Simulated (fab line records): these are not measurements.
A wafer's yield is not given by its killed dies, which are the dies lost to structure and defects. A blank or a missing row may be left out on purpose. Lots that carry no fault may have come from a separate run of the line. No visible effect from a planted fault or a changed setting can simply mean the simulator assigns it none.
Which of the tools did it? -- flow sky130 -- Sampling: 11 lots, 33 wafers, 6 of 708 route steps

== WHAT THE GAUGES READ, wafer by wafer ==
SKY_PWDE_TW_MEAS_10.
lot,measured,on,PWDE_TW
L694,day 4 08:40,film metro-01,378.0 376.7 378.1
L695,day 4 15:51,film metro-01,376.9 378.2 374.8
L696,day 4 18:20,film metro-01,377.6 379.8 377.0
L701,day 6 00:47,film metro-01,368.7 368.8 366.4
L702,day 6 01:36,film metro-04,368.2 370.8 369.4
L703,day 6 07:55,film metro-01,376.4 376.5 378.1
L705,day 6 23:47,film metro-02,372.5 372.2 369.7
L707,day 7 08:26,film metro-01,372.5 372.6 372.6
L714,day 9 04:19,film metro-01,373.4 372.5 372.2
L715,day 9 06:17,film metro-01,373.5 371.1 373.1
L716,day 9 10:52,film metro-04,373.8 375.6 375.4

SKY_NWELL_RS_MEAS_29: a four-point-probe measurement.
lot,measured,on,NWELL_RS (ohm/sq)
L694,day 5 22:02,film metro-01,627.7 625.0 624.3
L695,day 6 05:37,film metro-04,622.6 622.6 622.4
L696,day 6 08:32,film metro-02,624.5 625.6 624.0
L701,day 7 17:12,film metro-01,624.2 625.2 623.0
L702,day 7 18:01,film metro-02,625.4 626.4 624.9
L703,day 8 01:02,film metro-02,625.9 626.4 624.5
L705,day 8 17:32,film metro-04,621.1 622.3 622.7
L707,day 9 04:11,film metro-04,622.0 622.1 621.5
L714,day 11 02:48,film metro-02,625.5 623.6 625.6
L715,day 11 05:01,film metro-01,624.0 624.5 623.1
L716,day 11 09:28,film metro-04,620.3 622.4 622.9

SKY_NWELL_RS_MEAS_31: a four-point-probe measurement.
lot,measured,on,PWDE_RS (ohm/sq)
L694,day 5 22:16,film metro-01,5276 5266 5262
L695,day 6 05:52,film metro-04,5263 5269 5269
L696,day 6 08:46,film metro-02,5260 5256 5272
L701,day 7 17:26,film metro-01,5337 5346 5347
L702,day 7 18:16,film metro-02,5349 5362 5359
L703,day 8 01:17,film metro-02,5279 5276 5286
L705,day 8 17:46,film metro-04,5317 5323 5319
L707,day 9 04:25,film metro-04,5259 5261 5275
L714,day 11 03:02,film metro-02,5295 5293 5287
L715,day 11 05:16,film metro-01,5281 5278 5284
L716,day 11 09:42,film metro-04,5281 5272 5275

== TOOL THAT RAN EACH LOT (tool first, then ch and the chambers of the sampled wafers, then the start) ==
lot,SKY_FIELD_ISO_CMP_27,SKY_PWDE_IMPLANT_08,SKY_NWELL_STRIP_25
L694,"cmp-01 ch 1,2,3, day 2 18:11","implanter-02 ch 0, day 4 08:25","plasma asher-01 ch 0,1, day 5 21:43"
L695,"cmp-01 ch 1,2,3, day 3 01:35","implanter-02 ch 0, day 4 15:37","plasma asher-02 ch 0,1, day 6 05:17"
L696,"cmp-02 ch 0,1, day 3 03:29","implanter-04 ch 0, day 4 18:07","plasma asher-02 ch 0,1, day 6 08:12"
L701,"cmp-02 ch 0,3, day 4 08:42","implanter-02 ch 0, day 6 00:32","plasma asher-02 ch 0,1, day 7 16:53"
L702,"cmp-02 ch 0,2, day 4 10:00","implanter-02 ch 0, day 6 01:22","plasma asher-03 ch 1, day 7 17:41"
L703,"cmp-02 ch 0,1, day 4 15:50","implanter-04 ch 0, day 6 07:40","plasma asher-01 ch 0,1, day 8 00:43"
L705,"cmp-02 ch 1,2,3, day 5 04:41","implanter-02 ch 0, day 6 23:32","plasma asher-01 ch 1, day 8 17:13"
L707,"cmp-02 ch 0,2, day 5 13:11","implanter-04 ch 0, day 7 08:11","plasma asher-02 ch 0,1, day 9 03:52"
L714,"cmp-01 ch 0,2,3, day 7 05:02","implanter-04 ch 0, day 9 04:04","plasma asher-03 ch 0,1, day 11 02:29"
L715,"cmp-01 ch 1,2, day 7 08:05","implanter-02 ch 0, day 9 06:02","plasma asher-01 ch 0,1, day 11 04:41"
L716,"cmp-02 ch 2,3, day 7 12:03","implanter-02 ch 0, day 9 10:40","plasma asher-01 ch 0,1, day 11 09:07"
- SKY_FIELD_ISO_CMP_27: polishes, stops on Si3N4, t overpolish 16 s, target thk 457.8 nm.
- SKY_PWDE_IMPLANT_08
- SKY_NWELL_STRIP_25: strips in O2/N2.

== WHAT THE TOOLS THEMSELVES READ (means of the sampled wafers that have a number; where no wafer has one, the mark that the record gives instead) ==
SKY_FIELD_ISO_CMP_27.
lot,tool,motor current A (A),overpolish run s (s),time to endpoint s (s)
L694,cmp-01,12.7,16.003,113
L695,cmp-01,12.2,16.006,112
L696,cmp-02,12.9,16.012,118
L701,cmp-02,11.5,15.998,119
L702,cmp-02,12.7,16.002,118
L703,cmp-02,12.9,15.993,118
L705,cmp-02,11.4,15.995,114
L707,cmp-02,12.1,16.001,110
L714,cmp-01,12.2,16.000,109
L715,cmp-01,12.4,15.994,113
L716,cmp-02,11.5,16.005,113

SKY_PWDE_IMPLANT_08.
lot,tool,beam energy keV,faraday current uA
L694,implanter-02,150.03,20.5
L695,implanter-02,149.97,20.8
L696,implanter-04,149.98,20.6
L701,implanter-02,119.15,20.8
L702,implanter-02,119.06,20.2
L703,implanter-04,150.04,20.3
L705,implanter-02,119.09,20.6
L707,implanter-04,149.97,20.6
L714,implanter-04,150.00,20.3
L715,implanter-02,149.99,20.2
L716,implanter-02,149.98,20.8

SKY_NWELL_STRIP_25.
lot,tool,drypump motor current A (A),oes product au (a.u.),strip time to endpoint s (s)
L694,plasma asher-01,5.5,0.724,36.80
L695,plasma asher-02,5.9,0.721,37.02
L696,plasma asher-02,5.9,0.722,36.91
L701,plasma asher-02,5.9,0.724,36.80
L702,plasma asher-03,5.6,0.723,36.81
L703,plasma asher-01,5.5,0.725,36.88
L705,plasma asher-01,5.7,0.722,37.08
L707,plasma asher-02,6.1,0.723,37.06
L714,plasma asher-03,5.6,0.716,36.96
L715,plasma asher-01,5.2,0.723,36.68
L716,plasma asher-01,5.2,0.723,36.93

== THE ANSWER, worked out from the rows above alone ==
Rule: what is usual is taken from the lots themselves. The widest of any qualifying gaps counts: lots, ordered by their means at a reading, are off when they make up no more than a third of the lots, leave a main group of 4 or more, and stand apart from it by 3 or more times the standard deviation of that group's means. The tables above print the reading to a certain number of digits; a main group whose means all agree to those digits is not used. Also off: a lot with no number at a reading for which 4 or more lots have one. All remaining lots with rows at the step are treated as sound. Order of review: gauges by route order, followed by the tools' own readings, for which a lot's mean as printed above is used. At the first step where some lot is off, the reading lying furthest off is the one used; lots without a number count as furthest.
Off: L701, L702, L705, at SKY_PWDE_IMPLANT_08 (beam energy keV). Main group: mean 150.00, sd 0.025.
A tool fits if, at that step or a process step before it, it ran every lot that is off, and no sound lot after the first of them. Of those tried, none fits.

== WHAT THE SIMULATOR HAD PUT IN ==
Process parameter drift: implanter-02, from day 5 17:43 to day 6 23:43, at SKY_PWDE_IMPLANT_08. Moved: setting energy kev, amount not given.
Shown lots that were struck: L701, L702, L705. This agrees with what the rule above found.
